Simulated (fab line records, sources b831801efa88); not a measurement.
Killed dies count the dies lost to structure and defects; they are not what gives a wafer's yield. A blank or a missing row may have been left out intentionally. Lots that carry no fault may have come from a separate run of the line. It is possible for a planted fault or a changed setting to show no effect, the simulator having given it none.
fab line records	flow gf180mcu	part 1 of 2: steps 1 to 31 of 44
record: lots: 5	wafers: 15	last_day: 33
route steps=602 shown DUAL_GATE@156 POLY_GATE@157 HV_LDD@176
lots with no fault: from the same line, run without faults
start_h: start of the lot's first displayed wafer, in hours after the record's first day	wait_h: hours elapsed since this lot's preceding step	" repeats the value in the row above	L1.1+2: a single row standing in for several wafers	- no value, or no start was given	* or withheld: withheld	< > ~ a bound
route shown NAME@n: NAME is a module with steps in the file, n the number in the route of the first one	usual: mean/standard deviation of fault-free wafers	same: alike in all rows	chamber/n: place in a boat	sites: per-site readings	_std_site: the standard deviation of these	_edge_site: mean of outer sites minus mean of inner sites	radius_mm: for every site, how far away it sits from the centre of the wafer	mask NAME#n: copy n	behind: the most recent tool/chamber to have shaped the wafer	hold: cause of the lot's hold/its duration in hours/its outcome	device: whichever transistor did not switch (one of n, p or np)	end of line: the same wafers' tests at the end of the route	where a step has no rows: the recipe by itself	killed: dies that structure and defects cost at the first sort, which is not the same as the wafer's yield	map: a wafer's dies, marking killed ones x, the rest . and places with no die _
set.NAME: the setting the step ran with; set.NAME@STEP: the setting that earlier step ran with	model.NAME: the simulator's own value behind a step, which no gauge read
lots at selected steps of the route; one table per step, one row per wafer
services: the hour from which a tool's chamber was out of use, counted from the record's first day as start_h (under 0 if before that day), plus the number of hours and why
== steps ==
step: GF_DUAL_GATE_OXIDATION_15
recipe: temp_c: 850	ambient: O2	stabilise_s: 600	purge_s: 300	target_thk_a: 70.98	ox_time_s: 1995
usual: spike_tc_lower_C: 852.0/1.1	tube_center_temp_C: 850/0.08
lot.wafer	tool	chamber	start_h	wait_h	spike_tc_lower_C	tube_center_temp_C
L076.2	furnace-01	0	188.58	0.0	851.5	849.99
L076.3	"	0	"	"	849.9	850.11
L076.6	"	0	"	"	851.6	849.97
L078.1	furnace-01	0	204.57	0.9	851.3	850.11
L078.2	"	0	"	"	849.1	850.06
L078.6	"	0	"	"	851.6	849.94
L084.1	furnace-02	0	244.64	0.3	853.3	850.11
L084.2	"	0	"	"	852.7	850.1
L084.5	"	0	"	"	852.2	850.12
L085.1	furnace-01	0	254.02	0.0	852.6	849.98
L085.2	"	0	"	"	852.7	850.05
L085.3	"	0	"	"	851.8	849.97
L090.1	furnace-02	0	286.49	0.0	851.5	850.09
L090.2	"	0	"	"	851.4	850.07
L090.4	"	0	"	"	851.6	850.07
step: GF_POLY_GATE_CVD_00
recipe: material: poly-Si	target_thk_nm: 200	temp_c: 620	time_s: 1200	pressure_mtorr: 200
usual: spike_tc_lower_C: 619.7/1.3	susceptor_temp_C: 619.99/0.29
lot.wafer	tool	chamber	start_h	wait_h	spike_tc_lower_C	susceptor_temp_C
L076.2	lpcvd-02	0	190.13	0.0	619.4	620.65
L076.3	"	0	"	"	621.0	620.19
L076.6	"	0	"	"	620.1	620.53
L078.1	lpcvd-02	1	206.13	0.0	617.4	619.67
L078.2	"	1	"	"	617.4	619.56
L078.6	"	1	"	"	619.6	619.83
L084.1	lpcvd-01	1	246.20	0.0	621.4	619.72
L084.2	"	1	"	"	620.5	620.03
L084.5	"	1	"	"	619.7	620.00
L085.1	lpcvd-01	0	255.57	0.0	620.8	620.25
L085.2	"	0	"	"	620.1	619.97
L085.3	"	0	"	"	620.7	620.29
L090.1	lpcvd-01	1	288.56	0.5	620.9	619.63
L090.2	"	1	"	"	620.4	620.20
L090.4	"	1	"	"	622.1	620.12
step: GF_POLY_GATE_THK_MEAS_01
recipe: reads: poly-Si_of_POLY_GATE_CVD_00
usual: POLY_GATE_CVD_00_THK: 199.9/1.8
lot.wafer	tool	chamber	start_h	wait_h	POLY_GATE_CVD_00_THK[nm]
L076.2	film_metro-02	-	191.47	0.0	201.3
L076.3	"	-	"	"	200.1
L076.6	"	-	"	"	201.5
L078.1	film_metro-02	-	207.46	0.0	198.8
L078.2	"	-	"	"	198.7
L078.6	"	-	"	"	200.1
L084.1	film_metro-02	-	248.20	0.0	201.3
L084.2	"	-	"	"	200.3
L084.5	"	-	"	"	200.2
L085.1	film_metro-02	-	257.57	0.0	201.7
L085.2	"	-	"	"	199.3
L085.3	"	-	"	"	200.2
L090.1	film_metro-01	-	289.89	0.0	199.7
L090.2	"	-	"	"	200.1
L090.4	"	-	"	"	199.5
step: GF_POLY_GATE_DEHYDRATE_02
recipe: temp_c: 200	time_s: 60
lot.wafer	tool	chamber	start_h	wait_h
L076.2+3+6	litho_track-03	0	199.53	8.0
L078.1+2+6	litho_track-01	0	215.49	8.0
L084.1+2+5	litho_track-03	0	257.05	8.8
L085.1+2+3	litho_track-01	0	266.64	9.1
L090.1+2+4	litho_track-01	0	299.59	9.7
step: GF_POLY_GATE_HMDS_03
recipe: prime_time_s: 60	prime_temp_c: 120
lot.wafer	tool	chamber	start_h	wait_h
L076.2+3+6	litho_track-03	0	199.68	0.1
L078.1+2+6	litho_track-01	0	215.64	0.1
L084.1+2+5	litho_track-03	0	257.20	0.1
L085.1+2+3	litho_track-01	0	266.79	0.1
L090.1+2+4	litho_track-01	0	299.74	0.1
step: GF_POLY_GATE_COAT_04
recipe: resist: BARC	temp_c: withheld	time_s: withheld	spin_rpm: withheld	resist_thk_nm: withheld
lot.wafer	tool	chamber	start_h	wait_h
L076.2+3+6	litho_track-03	0	199.83	0.1
L078.1+2+6	litho_track-01	0	215.79	0.1
L084.1+2+5	litho_track-03	0	257.35	0.1
L085.1+2+3	litho_track-01	0	266.94	0.1
L090.1+2+4	litho_track-01	0	299.89	0.1
step: GF_POLY_GATE_COAT_05
recipe: resist: KrF	spin_rpm: withheld	resist_thk_nm: 692.4
lot.wafer	tool	chamber	start_h	wait_h
L076.2+3+6	litho_track-03	0	-	-
L078.1+2+6	litho_track-01	0	-	-
L084.1+2+5	litho_track-03	0	-	-
L085.1+2+3	litho_track-01	0	-	-
L090.1+2+4	litho_track-01	0	-	-
step: GF_POLY_GATE_SOFTBAKE_06
recipe: temp_c: 130	time_s: 60	resist: KrF
lot.wafer	tool	chamber	start_h	wait_h
L076.2+3+6	litho_track-03	0	-	-
L078.1+2+6	litho_track-01	0	-	-
L084.1+2+5	litho_track-03	0	-	-
L085.1+2+3	litho_track-01	0	-	-
L090.1+2+4	litho_track-01	0	-	-
step: GF_POLY_GATE_EXPOSE_07
recipe: mask_id: Poly2	target_cd_nm: 280	na: 0.68	source_shape: conventional	sigma_outer: 0.6	dose_mj: 28
lot.wafer	tool	chamber	start_h	wait_h	mask
L076.2+3+6	krf_scanner-01	0	-	-	Poly2#0
L078.1+2+6	krf_scanner-02	0	-	-	Poly2#0
L084.1+2+5	krf_scanner-01	0	-	-	Poly2#0
L085.1+2+3	krf_scanner-02	0	-	-	Poly2#0
L090.1+2+4	krf_scanner-02	0	-	-	Poly2#0
step: GF_POLY_GATE_PEB_08
recipe: peb_temp_c: 135	peb_time_s: 90	resist: KrF
lot.wafer	tool	chamber	start_h	wait_h
L076.2+3+6	litho_track-03	0	-	-
L078.1+2+6	litho_track-02	0	-	-
L084.1+2+5	litho_track-03	0	-	-
L085.1+2+3	litho_track-03	0	-	-
L090.1+2+4	litho_track-02	0	-	-
step: GF_POLY_GATE_DEVELOP_09
recipe: develop_time_s: 60	resist: KrF	dev_temp_c: 21
lot.wafer	tool	chamber	start_h	wait_h
L076.2+3+6	litho_track-03	0	208.88	0.2
L078.1+2+6	litho_track-02	0	224.85	0.2
L084.1+2+5	litho_track-03	0	267.25	0.2
L085.1+2+3	litho_track-03	0	276.95	0.2
L090.1+2+4	litho_track-02	0	310.35	0.2
step: GF_POLY_GATE_CD_MEAS_10
recipe: target_cd_nm: 280
usual: cd_nm: 280.1/1
lot.wafer	tool	chamber	start_h	wait_h	cd_nm
L076.2	cd_sem-02	-	209.02	0.1	280.3
L076.3	"	-	"	"	280.9
L076.6	"	-	"	"	282.1
L078.1	cd_sem-02	-	225.07	0.2	279.1
L078.2	"	-	"	"	279.9
L078.6	"	-	"	"	278.8
L084.1	cd_sem-02	-	267.40	0.1	280.3
L084.2	"	-	"	"	280.7
L084.5	"	-	"	"	280.7
L085.1	cd_sem-02	-	277.10	0.1	279.6
L085.2	"	-	"	"	280.0
L085.3	"	-	"	"	279.4
L090.1	cd_sem-02	-	310.50	0.1	280.7
L090.2	"	-	"	"	278.9
L090.4	"	-	"	"	280.0
step: GF_POLY_GATE_OVL_MEAS_11
usual: POLY_GATE_OVL: 0/5.4
lot.wafer	tool	chamber	start_h	wait_h	POLY_GATE_OVL[nm]
L076.2	overlay-01	-	209.13	0.1	-5
L076.3	"	-	"	"	-4
L076.6	"	-	"	"	-1
L078.1	overlay-02	-	225.19	0.1	0
L078.2	"	-	"	"	1
L078.6	"	-	"	"	9
L084.1	overlay-01	-	267.52	0.1	-4
L084.2	"	-	"	"	6
L084.5	"	-	"	"	7
L085.1	overlay-02	-	277.22	0.1	-1
L085.2	"	-	"	"	-4
L085.3	"	-	"	"	2
L090.1	overlay-02	-	310.62	0.1	-2
L090.2	"	-	"	"	-6
L090.4	"	-	"	"	-6
step: GF_POLY_GATE_ETCH_12
recipe: chemistry: N2/H2	target_depth_a: withheld	overetch_a: withheld	time_s: withheld	target: BARC	ion_energy_ev: 200	source_w: 500	bias_w: 100	pressure_mtorr: 30	n2_flow_sccm: 100	h2_flow_sccm: 200
usual: drypump_motor_current_A: 5.5/0.47	oes_product_au: 0.736/0.0051	throttle_valve_pct: 13.215/0.0092
lot.wafer	tool	chamber	start_h	wait_h	drypump_motor_current_A	oes_product_au	throttle_valve_pct
L076.2	rie_diel-04	1	209.16	0.0	5.8	0.736	13.219
L076.3	"	3	"	"	5.9	0.737	13.220
L076.6	"	2	"	"	5.6	0.735	13.218
L078.1	rie_diel-03	2	225.23	0.0	5.3	0.730	13.212
L078.2	"	3	"	"	5.3	0.741	13.224
L078.6	"	2	"	"	5.3	0.733	13.224
L084.1	rie_diel-03	1	267.56	0.0	4.8	0.746	13.224
L084.2	"	3	"	"	5.3	0.733	13.199
L084.5	"	0	"	"	5.3	0.733	13.216
L085.1	rie_diel-03	0	277.26	0.0	5.3	0.739	13.199
L085.2	"	1	"	"	4.8	0.728	13.212
L085.3	"	2	"	"	5.3	0.736	13.208
L090.1	rie_diel-02	0	310.65	0.0	5.7	0.736	13.201
L090.2	"	2	"	"	4.9	0.731	13.220
L090.4	"	1	"	"	6.1	0.741	13.214
step: GF_POLY_GATE_ETCH_13
recipe: target: poly-Si	target_depth_nm: 198.5	stop_on: SiO2	over_etch_frac: 0.3877	chemistry: HBr/Cl2	icp_w: 400	bias_w: 100	pressure_mtorr: 10	HBr_flow_sccm: 150	Cl2_flow_sccm: 50	time_s: 69.6
usual: drypump_motor_current_A: 6.0/0.47	he_backside_leak_sccm: 2.67/0.27	oes_product_au: 0.994/0.0085	throttle_valve_pct: 33.685/0.0097
lot.wafer	tool	chamber	start_h	wait_h	drypump_motor_current_A	he_backside_leak_sccm	oes_product_au	rf_hours_counter_h	throttle_valve_pct
L076.2	rie_si-02	3	209.21	-	5.5	2.94	0.988	3	33.700
L076.3	"	1	"	"	5.9	2.37	0.993	0	33.691
L076.6	"	2	"	"	5.9	2.77	0.999	-	33.692
L078.1	rie_si-01	1	225.28	-	6.7	2.62	0.998	77	33.686
L078.2	"	0	"	"	5.7	2.72	0.986	2	33.681
L078.6	"	2	"	"	5.6	2.27	0.994	-	33.697
L084.1	rie_si-01	3	267.61	-	6.1	2.90	1.005	0	33.684
L084.2	"	1	"	"	6.7	2.58	0.990	77	33.675
L084.5	"	2	"	"	5.6	2.35	0.992	-	33.672
L085.1	rie_si-02	2	277.31	-	5.9	2.71	1.003	26	33.687
L085.2	"	0	"	"	6.8	2.67	1.000	3	33.685
L085.3	"	1	"	"	5.8	2.34	0.999	1	33.680
L090.1	rie_si-02	2	310.70	-	5.9	2.83	1.006	26	33.686
L090.2	"	1	"	"	5.9	2.39	1.008	1	33.679
L090.4	"	3	"	"	5.5	2.87	0.992	4	33.683
step: GF_POLY_GATE_STRIP_14
recipe: chemistry: O2/N2	power_w: 1400	pressure_mtorr: 1500	platen_temp_c: 250	o2_flow_sccm: 3000	n2_flow_sccm: 300	overash_fraction: 0.5
usual: drypump_motor_current_A: 5.73/0.25	heater_power_w: 306/25	o2_flow_sccm: 3000/9.2	oes_product_au: 0.502/0.0045
lot.wafer	tool	chamber	start_h	wait_h	drypump_motor_current_A	heater_power_w	o2_flow_sccm	oes_product_au	rf_hours_counter_h
L076.2	plasma_asher-04	1	209.27	0.0	5.41	297	2993	0.505	42
L076.3	"	0	"	"	5.76	310	3007	0.498	-
L076.6	"	0	"	"	5.74	305	2999	0.499	-
L078.1	plasma_asher-02	1	225.34	0.0	5.86	257	2996	0.498	14
L078.2	"	0	"	"	6.15	325	2994	0.500	14
L078.6	"	1	"	"	5.85	258	2981	0.495	-
L084.1	plasma_asher-02	1	267.67	0.0	5.85	251	2998	0.501	19
L084.2	"	0	"	"	6.15	321	2983	0.503	19
L084.5	"	0	"	"	6.14	320	2991	0.506	-
L085.1	plasma_asher-04	1	277.37	0.0	5.36	297	3005	0.504	50
L085.2	"	0	"	"	5.76	303	2999	0.506	50
L085.3	"	0	"	"	5.73	316	3003	0.501	-
L090.1	plasma_asher-02	1	310.76	0.0	5.83	259	3007	0.496	24
L090.2	"	0	"	"	6.14	329	3002	0.502	24
L090.4	"	0	"	"	6.17	328	2992	0.502	-
step: GF_POLY_GATE_CLEAN_15
recipe: chemistry: SC1/SC2	mix: 1:4:20	temp_c: 70	time_s: 150	dry: n2_spin
lot.wafer	tool	chamber	start_h	wait_h
L076.2+3+6	wet_bench-02	1	209.37	0.1
L078.1+2+6	wet_bench-03	1	225.44	0.1
L084.1+2+5	wet_bench-01	0	267.77	0.1
L085.1+2+3	wet_bench-03	3	277.47	0.1
L090.1+2+4	wet_bench-01	3	310.86	0.1
step: GF_POLY_GATE_OXIDATION_16
recipe: temp_c: 850	ambient: O2	stabilise_s: 600	purge_s: 300	target_thk_a: 40	ox_time_s: 899
usual: spike_tc_lower_C: 852.4/1	tube_center_temp_C: 850.01/0.077
lot.wafer	tool	chamber	start_h	wait_h	spike_tc_lower_C	tube_center_temp_C
L076.2	furnace-02	0	209.42	0.0	852.6	849.97
L076.3	"	0	"	"	852.0	849.99
L076.6	"	0	"	"	852.0	849.99
L078.1	furnace-02	0	227.97	2.5	853.6	850.08
L078.2	"	0	"	"	854.6	850.04
L078.6	"	0	"	"	851.8	849.99
L084.1	furnace-02	0	267.87	0.0	853.5	849.98
L084.2	"	0	"	"	851.0	850.14
L084.5	"	0	"	"	854.7	850
L085.1	furnace-01	0	277.52	0.0	851.4	849.79
L085.2	"	0	"	"	852.0	850.11
L085.3	"	0	"	"	852.9	850.09
L090.1	furnace-01	0	311.45	0.5	851.2	849.97
L090.2	"	0	"	"	849.9	850.02
L090.4	"	0	"	"	849.8	850.04
step: GF_POLY_GATE_THK_MEAS_17
recipe: reads: SiO2_of_POLY_GATE_OXIDATION_16
usual: POLY_GATE_OXIDATION_THK: 4.01/0.095
lot.wafer	tool	chamber	start_h	wait_h	POLY_GATE_OXIDATION_THK[nm]
L076.2	film_metro-01	-	210.68	0.0	3.85
L076.3	"	-	"	"	3.94
L076.6	"	-	"	"	3.94
L078.1	film_metro-01	-	229.22	0.0	3.94
L078.2	"	-	"	"	4.04
L078.6	"	-	"	"	3.91
L084.1	film_metro-02	-	269.12	0.0	3.94
L084.2	"	-	"	"	4.01
L084.5	"	-	"	"	4.03
L085.1	film_metro-01	-	278.77	0.0	3.92
L085.2	"	-	"	"	4.01
L085.3	"	-	"	"	3.98
L090.1	film_metro-01	-	312.70	0.0	4.03
L090.2	"	-	"	"	4.10
L090.4	"	-	"	"	4.14
step: GF_POLY_GATE_CD_MEAS_18
usual: cd_nm: 280.1/1.5
lot.wafer	tool	chamber	start_h	wait_h	cd_nm
L076.2	cd_sem-02	-	210.76	0.1	280.4
L076.3	"	-	"	"	281.3
L076.6	"	-	"	"	279.1
L078.1	cd_sem-01	-	229.28	0.1	279.7
L078.2	"	-	"	"	280.7
L078.6	"	-	"	"	277.9
L084.1	cd_sem-01	-	269.18	0.1	281.7
L084.2	"	-	"	"	280.4
L084.5	"	-	"	"	279.6
L085.1	cd_sem-02	-	278.83	0.1	279.2
L085.2	"	-	"	"	280.2
L085.3	"	-	"	"	278.9
L090.1	cd_sem-02	-	312.76	0.1	278.4
L090.2	"	-	"	"	277.0
L090.4	"	-	"	"	279.8
step: GF_HV_LDD_DEHYDRATE_00
recipe: temp_c: 200	time_s: 60
lot.wafer	tool	chamber	start_h	wait_h
L076.2+3+6	litho_track-04	0	218.66	7.9
L078.1+2+6	litho_track-04	0	237.74	8.4
L084.1+2+5	litho_track-02	0	278.50	9.3
L085.1+2+3	litho_track-04	0	288.54	9.7
L090.1+2+4	litho_track-04	0	322.33	9.5
step: GF_HV_LDD_HMDS_01
recipe: prime_time_s: 60	prime_temp_c: 120
lot.wafer	tool	chamber	start_h	wait_h
L076.2+3+6	litho_track-04	0	218.81	0.1
L078.1+2+6	litho_track-04	0	237.89	0.1
L084.1+2+5	litho_track-02	0	278.65	0.1
L085.1+2+3	litho_track-04	0	288.69	0.1
L090.1+2+4	litho_track-04	0	322.48	0.1
step: GF_HV_LDD_COAT_02
recipe: resist: NOVOLAK	spin_rpm: 3000	resist_thk_nm: 1000
lot.wafer	tool	chamber	start_h	wait_h
L076.2+3+6	litho_track-04	0	218.96	0.1
L078.1+2+6	litho_track-04	0	238.04	0.1
L084.1+2+5	litho_track-02	0	278.80	0.1
L085.1+2+3	litho_track-04	0	288.84	0.1
L090.1+2+4	litho_track-04	0	322.63	0.1
step: GF_HV_LDD_SOFTBAKE_03
recipe: temp_c: 90	time_s: 60	resist: NOVOLAK
lot.wafer	tool	chamber	start_h	wait_h
L076.2+3+6	litho_track-04	0	219.11	0.1
L078.1+2+6	litho_track-04	0	238.19	0.1
L084.1+2+5	litho_track-02	0	278.95	0.1
L085.1+2+3	litho_track-04	0	288.99	0.1
L090.1+2+4	litho_track-04	0	322.78	0.1
step: GF_HV_LDD_EXPOSE_04
recipe: mask_id: Nplus_LV_AREA	target_cd_nm: 400	na: 0.6	source_shape: conventional	sigma_outer: 0.6	dose_mj: 140
lot.wafer	tool	chamber	start_h	wait_h	mask
L076.2+3+6	iline_stepper-02	0	-	-	Nplus_LV_AREA#0
L078.1+2+6	iline_stepper-01	0	-	-	Nplus_LV_AREA#0
L084.1+2+5	iline_stepper-01	0	-	-	Nplus_LV_AREA#0
L085.1+2+3	iline_stepper-01	0	-	-	Nplus_LV_AREA#0
L090.1+2+4	iline_stepper-01	0	-	-	Nplus_LV_AREA#0
step: GF_HV_LDD_PEB_05
recipe: temp_c: withheld	time_s: *	resist: NOVOLAK
lot.wafer	tool	chamber	start_h	wait_h
L076.2+3+6	litho_track-04	0	-	-
L078.1+2+6	litho_track-02	0	-	-
L084.1+2+5	litho_track-01	0	-	-
L085.1+2+3	litho_track-02	0	-	-
L090.1+2+4	litho_track-01	0	-	-
step: GF_HV_LDD_DEVELOP_06
recipe: develop_time_s: 60	dev_temp_c: 23
lot.wafer	tool	chamber	start_h	wait_h
L076.2+3+6	litho_track-04	0	228.16	0.1
L078.1+2+6	litho_track-02	0	247.25	0.1
L084.1+2+5	litho_track-01	0	288.89	0.1
L085.1+2+3	litho_track-02	0	298.75	0.1
L090.1+2+4	litho_track-01	0	332.84	0.1
step: GF_HV_LDD_CD_MEAS_07
recipe: target_cd_nm: 400
usual: cd_nm: 400.3/2.2
lot.wafer	tool	chamber	start_h	wait_h	cd_nm
L076.2	cd_sem-02	-	228.31	0.1	399.9
L076.3	"	-	"	"	399.8
L076.6	"	-	"	"	403.8
L078.1	cd_sem-02	-	247.40	0.1	399.1
L078.2	"	-	"	"	401.2
L078.6	"	-	"	"	401.0
L084.1	cd_sem-01	-	289.04	0.1	399.7
L084.2	"	-	"	"	399.9
L084.5	"	-	"	"	397.0
L085.1	cd_sem-01	-	298.90	0.1	399.4
L085.2	"	-	"	"	400.2
L085.3	"	-	"	"	398.8
L090.1	cd_sem-02	-	332.99	0.1	398.8
L090.2	"	-	"	"	398.9
L090.4	"	-	"	"	399.2
step: GF_HV_LDD_OVL_MEAS_08
usual: HV_LDD_OVL: 0.8/1.4
lot.wafer	tool	chamber	start_h	wait_h	HV_LDD_OVL[nm]
L076.2	overlay-02	-	228.41	0.1	-0.6
L076.3	"	-	"	"	-0.7
L076.6	"	-	"	"	-1.4
L078.1	overlay-01	-	247.52	0.1	-0.3
L078.2	"	-	"	"	1.6
L078.6	"	-	"	"	0.1
L084.1	overlay-01	-	289.16	0.1	0.4
L084.2	"	-	"	"	2.2
L084.5	"	-	"	"	0.3
L085.1	overlay-01	-	299.02	0.1	-0.8
L085.2	"	-	"	"	0.3
L085.3	"	-	"	"	-0.1
L090.1	overlay-01	-	333.11	0.1	0.7
L090.2	"	-	"	"	0.9
L090.4	"	-	"	"	0.2
step: GF_HV_LDD_IMPLANT_09
recipe: species: As	energy_kev: 40	dose_cm2: 1e+14	tilt_deg: 7
lot.wafer	tool	chamber	start_h	wait_h
L076.2+3+6	implanter-01	0	228.47	0.0
L078.1+2+6	implanter-03	0	247.56	0.0
L084.1+2+5	implanter-02	0	289.19	0.0
L085.1+2+3	implanter-03	0	299.05	0.0
L090.1+2+4	implanter-01	0	333.14	0.0
step: GF_HV_LDD_STRIP_10
recipe: chemistry: O2/N2	power_w: 1400	pressure_mtorr: 1500	platen_temp_c: 250	o2_flow_sccm: 3000	n2_flow_sccm: 300	overash_fraction: 0.5
usual: drypump_motor_current_A: 5.77/0.28	heater_power_w: 316/37	o2_flow_sccm: 3001/9	oes_product_au: 0.716/0.0045	strip_time_to_endpoint_s: 12.604/0.028
lot.wafer	tool	chamber	start_h	wait_h	drypump_motor_current_A	heater_power_w	o2_flow_sccm	oes_product_au	rf_hours_counter_h	strip_time_to_endpoint_s
L076.2	plasma_asher-04	1	228.59	0.1	5.39	297	3004	0.711	44	12.596
L076.3	"	1	"	"	5.38	299	2999	0.714	-	12.572
L076.6	"	0	"	"	5.73	324	3007	0.714	-	12.568
L078.1	plasma_asher-04	1	247.71	0.1	5.36	297	3008	0.716	47	12.557
L078.2	"	0	"	"	5.76	320	3007	0.720	47	12.568
L078.6	"	1	"	"	5.38	294	3017	0.720	-	12.586
L084.1	plasma_asher-02	0	289.34	0.1	6.19	327	3003	0.718	21	12.605
L084.2	"	1	"	"	5.84	261	3008	0.726	21	12.627
L084.5	"	1	"	"	5.81	259	2996	0.714	-	12.601
L085.1	plasma_asher-01	0	299.20	0.1	6.03	382	3010	0.716	59	12.603
L085.2	"	1	"	"	5.49	359	2997	0.719	59	12.640
L085.3	"	0	"	"	6.08	371	3010	0.706	-	12.630
L090.1	plasma_asher-02	0	333.29	0.1	6.14	326	3003	0.712	27	12.583
L090.2	"	1	"	"	5.85	259	2992	0.713	27	12.573
L090.4	"	1	"	"	5.85	253	2980	0.719	-	12.571
